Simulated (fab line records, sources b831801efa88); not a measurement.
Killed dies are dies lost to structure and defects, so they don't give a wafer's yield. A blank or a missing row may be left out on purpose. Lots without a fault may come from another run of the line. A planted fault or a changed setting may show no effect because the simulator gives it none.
Chamber matching | flow sky130 | SKY_LI_CONTACT_CMP_24 on cmp-02: 4 sister chambers
The step polishes, stops on PSG, t overpolish 20 s, target thk 0 nm. 7 wafers are shown with their chamber, then 7 later ones without.

WAFERS WITH THEIR CHAMBER
wafer  | chamber | motor_current_A (A) | time_to_endpoint_s (s)
L350.6 | 3       | 13.1                | 106
L354.2 | 2       | 12.6                | 106
L354.4 | 0       | 11.5                | 101
L354.6 | 0       | 11.0                | 104
L362.3 | 2       | 12.5                | 101
L363.3 | 1       | 11.0                | 99
L363.5 | 1       | 10.9                | 100

WAFERS WITHOUT THEIR CHAMBER
wafer  | motor_current_A (A) | time_to_endpoint_s (s)
L363.6 | 11.9                | 97
L365.2 | 12.4                | 100
L365.3 | 12.3                | 100
L365.5 | 11.2                | 100
L370.3 | 10.5                | 94
L370.4 | 12.2                | 96
L370.5 | 11.8                | 99

WHICH CHAMBER EACH WENT THROUGH
wafer  | from the rows above          | in truth
L363.6 | can't be placed: 0 or 2 or 1 | 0
L365.2 | 2                            | 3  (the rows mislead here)
L365.3 | 2                            | 2
L365.5 | can't be placed: 0 or 1      | 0
L370.3 | can't be placed: 1 or 0      | 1
L370.4 | can't be placed: 2 or 0      | 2
L370.5 | can't be placed: 0 or 2 or 1 | 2
Placed correctly: 1 of 7. Can't be placed from these rows: 5 (the true chamber is among the candidates in 5). Placed wrongly: 1.
How it was worked out, from the rows above alone: a wafer's distance from a chamber is the root of the sum, over the readings, of the square of ((its reading less the chamber's mean) divided by the reading's scatter). The wafer belongs to the nearest chamber; if the next one is less than 2 further off, it can't be placed. A chamber's mean is the mean of its shown wafers. The scatter: the root of (the sum of the squares of (reading less its chamber's mean) over the shown wafers, divided by (wafers less chambers)).
